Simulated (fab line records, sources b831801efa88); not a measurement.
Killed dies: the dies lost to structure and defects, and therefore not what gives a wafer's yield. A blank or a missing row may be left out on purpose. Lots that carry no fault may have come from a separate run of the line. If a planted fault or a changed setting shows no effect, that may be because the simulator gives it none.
fab line records	flow sfq_line
record: lots: 6	wafers: 18	last_day: 84
route steps=325 shown M6@255 I6@266
lots that met no fault: from a run of the same line without faults
start_h: start of the lot's first displayed wafer, in hours after the record's first day	wait_h: how many hours have passed since the lot's step before this one	" unchanged from the row above	L1.1+2: one row covering several wafers at once	- no value, or no start was given	* or withheld: withheld	< > ~ a bound
route shown NAME@n: a module of which the file shows steps, and the number in the route of the first	usual: mean/standard deviation of fault-free wafers	same: alike in all rows	chamber/n: place in a boat	sites: per-site readings	_std_site: how widely they spread, as a standard deviation	_edge_site: outer sites' mean less inner sites'	radius_mm: for every site, how far away it sits from the centre of the wafer	mask NAME#n: copy n	behind: tool/chamber where the wafer was last shaped	hold: the reason the lot was held/the length of the hold in hours/how it ended	device: whichever transistor did not switch (one of n, p or np)	end of line: the tests these same wafers got at the end of their route	where a step has no rows: the recipe by itself	killed: not the wafer's yield, but the dies lost to structure and defects at the first sort	map: a wafer's dies, marking killed ones x, the rest . and places with no die _
set.NAME: the setting the step ran with; set.NAME@STEP: the setting that earlier step ran with	model.NAME: the simulator's own value behind a step, which no gauge read
lots seen at some steps along the route; tables by step, rows by wafer
services: from which hour (start_h, from the record's first day; less than 0 if before it) a tool's chamber was out of use, for how many hours, and why
== steps ==
step: SFQ_TRILAYER_M6_LITHO_COAT_164
recipe: resist: BARC	spin_rpm: 3000	resist_thk_nm: 62
step: SFQ_TRILAYER_M6_LITHO_COAT_159
recipe: resist: KrF	spin_rpm: 2981	resist_thk_nm: 600
step: SFQ_TRILAYER_M6_LITHO_SOFTBAKE_163
recipe: temp_c: withheld	time_s: withheld	resist: KrF
step: SFQ_TRILAYER_M6_LITHO_EXPOSE_160
recipe: mask_id: M6	na: 0.6	source_shape: conventional	sigma_outer: 0.65	target_cd_nm: 500	dose_mj: 14.4
step: SFQ_TRILAYER_M6_LITHO_PEB_162
recipe: peb_temp_c: 115	peb_time_s: 60	resist: KrF
step: SFQ_TRILAYER_M6_LITHO_DEVELOP_161
recipe: time_s: 60	resist: KrF
step: SFQ_M6_OVL_MEAS_940
usual: M6_OVL: 0/6.4
lot.wafer	tool	chamber	start_h	wait_h	M6_OVL[nm]
L861.1	overlay-02	-	1624.27	0.1	3
L861.4	"	-	"	"	1
L861.5	"	-	"	"	-6
L862.3	overlay-02	-	1626.68	0.1	-8
L862.4	"	-	"	"	-7
L862.6	"	-	"	"	-2
L863.2	overlay-02	-	1630.27	0.1	-9
L863.5	"	-	"	"	-9
L863.6	"	-	"	"	-9
L864.1	overlay-02	-	1632.67	0.1	-8
L864.3	"	-	"	"	-7
L864.5	"	-	"	"	-9
L869.1	overlay-01	-	1660.41	0.1	5
L869.3	"	-	"	"	9
L869.4	"	-	"	"	3
L876.4	overlay-01	-	1679.63	0.1	-4
L876.5	"	-	"	"	-6
L876.6	"	-	"	"	-1
step: SFQ_TRILAYER_M6_BARC_OPEN_METAL_ETCH_206
recipe: mask_material: PR	chemistry: O2	target_depth_nm: 125	target: BARC	icp_w: 600	bias_w: 80	pressure_mtorr: 10	time_s: 41.7
usual: bias_w: 80.00/0.23	drypump_motor_current_A: 5.8/0.34	oes_product_au: 0.685/0.0046	rf_fwd_power_W: 592/3.4
lot.wafer	tool	chamber	start_h	wait_h	bias_w	drypump_motor_current_A	oes_product_au	rf_fwd_power_W	rf_hours_counter_h
L861.1	rie_metal-03	1	1624.30	0.0	79.66	5.9	0.696	593	75
L861.4	"	0	"	"	80.01	5.2	0.690	589	-
L861.5	"	1	"	"	79.67	6.0	0.690	598	-
L862.3	rie_metal-03	1	1626.72	0.0	79.68	6.0	0.687	600	-
L862.4	"	0	"	"	79.99	5.1	0.687	588	-
L862.6	"	0	"	"	80.07	5.2	0.685	590	-
L863.2	rie_metal-04	0	1630.30	0.0	79.57	5.8	0.684	595	29
L863.5	"	0	"	"	79.69	5.8	0.696	597	-
L863.6	"	1	"	"	80.23	5.5	0.683	588	-
L864.1	rie_metal-04	0	1632.70	0.0	80.20	5.7	0.693	595	30
L864.3	"	0	"	"	79.98	5.8	0.678	596	-
L864.5	"	1	"	"	80.04	5.5	0.687	586	-
L869.1	rie_metal-03	1	1660.45	0.0	80.37	5.9	0.687	593	82
L869.3	"	0	"	"	80.06	5.2	0.686	589	-
L869.4	"	1	"	"	80.40	6.0	0.686	596	-
L876.4	rie_metal-01	0	1679.67	0.0	80.09	6.0	0.682	593	-
L876.5	"	1	"	"	80.17	6.2	0.684	592	-
L876.6	"	0	"	"	79.82	5.9	0.684	597	-
step: SFQ_TRILAYER_M6_ETCH_METAL_ETCH_162
recipe: target: Nb	stop_on: SiO2	mask_material: PR	chemistry: Cl2/Ar	target_depth_nm: 240	icp_w: 600	bias_w: 80	pressure_mtorr: 10	time_s: 120
usual: bias_w: 79.99/0.24	drypump_motor_current_A: 5.8/0.34	oes_product_au: 0.892/0.0086	rf_fwd_power_W: 596.0/2.4
lot.wafer	tool	chamber	start_h	wait_h	bias_w	drypump_motor_current_A	oes_product_au	rf_fwd_power_W	rf_hours_counter_h
L861.1	rie_metal-03	1	1624.36	0.0	80.12	6.0	0.886	598.4	75
L861.4	"	0	"	"	79.99	5.2	0.902	595.0	-
L861.5	"	1	"	"	80.36	6.0	0.901	599.3	-
L862.3	rie_metal-03	1	1626.80	0.1	79.57	6.0	0.894	598.2	-
L862.4	"	0	"	"	79.77	5.2	0.880	596.0	-
L862.6	"	0	"	"	80.16	5.2	0.898	597.0	-
L863.2	rie_metal-04	0	1630.36	0.0	79.87	5.8	0.900	597.2	29
L863.5	"	0	"	"	79.99	5.8	0.885	596.8	-
L863.6	"	1	"	"	79.74	5.5	0.904	595.0	-
L864.1	rie_metal-04	0	1632.76	0.0	80.03	5.8	0.882	599.1	30
L864.3	"	0	"	"	80.08	5.8	0.886	596.7	-
L864.5	"	1	"	"	80.36	5.5	0.883	593.7	-
L869.1	rie_metal-03	1	1660.51	0.0	80.31	6.0	0.885	599.3	82
L869.3	"	0	"	"	80.13	5.1	0.884	593.0	-
L869.4	"	1	"	"	80.15	6.0	0.894	596.8	-
L876.4	rie_metal-01	0	1679.75	0.1	79.73	5.9	0.879	596.3	-
L876.5	"	1	"	"	80.35	6.2	0.883	595.1	-
L876.6	"	0	"	"	80.17	5.9	0.877	594.6	-
step: SFQ_TRILAYER_M6_STRIP_STRIP_163
recipe: gas: O2	power_w: 200	platen_temp_c: 40	overash_fraction: 0.65	chemistry: O2	pressure_mtorr: 50
usual: drypump_motor_current_A: 5.8/0.34	oes_product_au: 0.997/0.0076
lot.wafer	tool	chamber	start_h	wait_h	drypump_motor_current_A	oes_product_au	rf_hours_counter_h
L861.1	rie_metal-03	1	1624.49	0.1	6.0	1.007	75
L861.4	"	0	"	"	5.2	1.004	-
L861.5	"	1	"	"	5.9	1.003	-
L862.3	rie_metal-03	1	1627.09	0.2	6.0	0.996	-
L862.4	"	0	"	"	5.1	0.997	-
L862.6	"	0	"	"	5.1	0.998	-
L863.2	rie_metal-04	0	1630.49	0.1	5.8	0.996	29
L863.5	"	0	"	"	5.8	0.990	-
L863.6	"	1	"	"	5.5	0.999	-
L864.1	rie_metal-04	0	1632.89	0.1	5.8	0.987	30
L864.3	"	0	"	"	5.8	0.986	-
L864.5	"	1	"	"	5.5	0.995	-
L869.1	rie_metal-03	1	1660.64	0.1	6.0	1.004	82
L869.3	"	0	"	"	5.1	1.002	-
L869.4	"	1	"	"	6.0	1.002	-
L876.4	rie_metal-01	0	1680.04	0.2	5.9	1.004	-
L876.5	"	1	"	"	6.2	0.991	-
L876.6	"	0	"	"	5.9	0.992	-
step: SFQ_TRILAYER_M6_STRIP_SOLV_CLEAN_164
recipe: chemistry: NMP	temp_c: 70	time_s: 600
step: SFQ_TRILAYER_I6_DEP_PECVD_165
recipe: material: SiO2	temp_c: 150	time_s: 111.11	pressure_torr: 2.4	rf_w: 183.3	precursor: SiH4/N2O	target_thk_nm: 500
usual: chamber_pressure_Torr: 2.399/0.0051	heater_power_outer_w: 30/8.7	heater_power_w: 83/14	rf_fwd_power_W: 182.2/0.67	showerhead_vpp_V: 838/33	throttle_valve_pct: 24.5/1.9
lot.wafer	tool	chamber	start_h	wait_h	chamber_pressure_Torr	heater_power_outer_w	heater_power_w	rf_fwd_power_W	showerhead_vpp_V	throttle_valve_pct	model.SiO2_of_TRILAYER_I6_DEP_PECVD_165.thk_nm
L861.1	pecvd-02	0	1625.26	0.0	2.403	29	88	182.4	794	24.9	484.9
L861.4	"	2	"	"	2.397	36	97	181.5	877	22.3	496.6
L861.5	"	2	"	"	2.396	39	103	180.8	863	22.3	497.1
L862.3	pecvd-01	2	1627.66	0.0	2.394	23	74	182.7	886	25.4	488.4
L862.4	"	1	"	"	2.397	23	74	182.4	859	23.8	500.6
L862.6	"	0	"	"	2.395	19	66	182.2	797	28.5	499.3
L863.2	pecvd-02	2	1631.26	0.0	2.392	29	86	181.1	861	22.4	494.6
L863.5	"	0	"	"	2.399	46	108	108.1	618	25.0	419.9
L863.6	"	1	"	"	2.402	43	102	182.6	777	22.8	497.1
L864.1	pecvd-04	0	1633.66	0.0	2.405	42	80	181.7	899	23.7	498.9
L864.3	"	1	"	"	2.400	26	74	182.8	814	23.7	486.4
L864.5	"	1	"	"	2.400	28	74	183.5	825	23.8	502.7
L869.1	pecvd-02	2	1661.41	0.0	2.400	35	95	181.6	862	22.4	494
L869.3	"	1	"	"	2.391	36	90	183.0	787	22.7	498.9
L869.4	"	0	"	"	2.399	46	113	108.3	627	24.8	427.1
L876.4	pecvd-01	2	1680.86	0.0	2.401	23	71	181.9	876	25.1	494.2
L876.5	"	0	"	"	2.396	28	81	183.1	811	28.5	499.8
L876.6	"	1	"	"	2.392	22	74	182.1	832	23.8	498.8
step: SFQ_TRILAYER_I6_CMP_CMP_166
recipe: material: SiO2	down_force_psi: 3	platen_rpm: 60	pad_velocity_m_s: 0.94248
usual: motor_current_A: 9.9/0.73	slurry_filter_dp_kPa: 13.49/0.15	time_to_endpoint_s: 212/8.1
lot.wafer	tool	chamber	start_h	wait_h	motor_current_A	slurry_filter_dp_kPa	time_to_endpoint_s
L861.4	cmp-02	2	1668.34	43.0	9.0	13.57	209
L861.1	"	3	"	"	10.4	13.27	201
L861.5	"	2	1670.34	45.0	8.9	13.50	214
L862.3	cmp-02	1	1671.34	43.6	9.1	13.57	222
L862.4	"	2	"	"	9.0	13.60	220
L862.6	"	0	1672.84	45.1	10.0	13.55	223
L863.2	cmp-01	3	1675.74	44.4	10.5	13.32	213
L863.6	"	0	"	"	10.6	13.36	199
L863.5	"	1	"	"	10.6	13.32	150
L864.3	cmp-01	3	1677.74	44.0	9.8	13.26	210
L864.1	"	0	"	"	10.9	13.56	205
L864.5	"	2	1679.24	45.5	10.4	13.49	214
L869.3	cmp-01	0	1701.24	39.8	10.8	13.42	208
L869.4	"	1	"	"	10.1	13.51	156
L869.1	"	3	1702.74	41.3	9.8	13.60	203
L876.4	cmp-02	2	1722.34	41.4	8.8	13.51	213
L876.5	"	1	1723.84	42.9	9.6	13.39	218
L876.6	"	2	"	"	8.6	13.44	215
step: SFQ_I6_BOW_MEAS_941
recipe: mode: bow
usual: I6_BOW: 8/9.3
lot.wafer	tool	chamber	start_h	wait_h	I6_BOW[um]
L861.1	film_metro-03	-	1670.84	1.5	11
L861.4	"	-	"	"	10
L861.5	"	-	"	"	9
L862.3	film_metro-03	-	1673.88	2.0	3
L862.4	"	-	"	"	20
L862.6	"	-	"	"	4
L863.2	film_metro-02	-	1677.26	1.0	2
L863.5	"	-	"	"	1
L863.6	"	-	"	"	8
L864.1	film_metro-02	-	1680.24	1.5	18
L864.3	"	-	"	"	15
L864.5	"	-	"	"	6
L869.1	film_metro-03	-	1704.24	1.0	15
L869.3	"	-	"	"	12
L869.4	"	-	"	"	25
L876.4	film_metro-02	-	1724.90	2.1	15
L876.5	"	-	"	"	10
L876.6	"	-	"	"	15
== services ==
tool	chamber	start_h	hours	kind
cmp-01	-	1602.97	-	consumable_replace:conditioner
cmp-01	-	1602.97	-	consumable_replace:pad
pecvd-02	-	1609.11	5.3	repair
cmp-01	-	1609.97	2.5	repair
pecvd-02	-	1612.87	0.3	repair
pecvd-02	1	1616.68	11.2	repair
cmp-01	-	1627.45	4.8	pm
rie_metal-03	1	1646.11	3.0	repair
cmp-02	-	1658.86	1.1	repair
rie_metal-03	0	1671.49	21.4	repair
pecvd-02	0	1682.16	4.3	repair
pecvd-01	-	1686.25	14.0	pm
pecvd-01	0	1686.25	14.0	vent_cycle
pecvd-01	1	1686.25	14.0	vent_cycle
pecvd-01	2	1686.25	14.0	vent_cycle
pecvd-01	0	1700.25	-	clean
pecvd-01	1	1700.25	-	clean
pecvd-01	2	1700.25	-	clean
rie_metal-03	0	1703.34	18.9	repair
== key ==
first_sign: step: SFQ_TRILAYER_I6_DEP_PECVD_165	reading: rf_fwd_power_W	direction: down	sigmas: 99+	usual: 182.2	struck: 108.2
effect: step: SFQ_TRILAYER_I6_DEP_PECVD_165	reading: showerhead_vpp_V	direction: down	sigmas: 6.6	usual: 838	struck: 623
effect: step: SFQ_TRILAYER_I6_CMP_CMP_166	reading: time_to_endpoint_s	direction: down	sigmas: 7.3	usual: *	struck: *
model_effect: step: SFQ_TRILAYER_I6_DEP_PECVD_165	value: SiO2_of_TRILAYER_I6_DEP_PECVD_165.thk_nm	without: 495.1	struck: 423.5
met_at SFQ_TRILAYER_I6_DEP_PECVD_165
struck_wafers L863.5,L869.4
onset_between 1625.26 1631.26
fault: kind: process_parameter_drift	tool: pecvd-02	chamber: 0	onset_h: 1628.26	steps: SFQ_TRILAYER_I6_DEP_PECVD_165	channel: rf_w	offset: -73.32	shape: step	end_h: 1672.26	acts_in: these_recipes_only	stated: 183.3
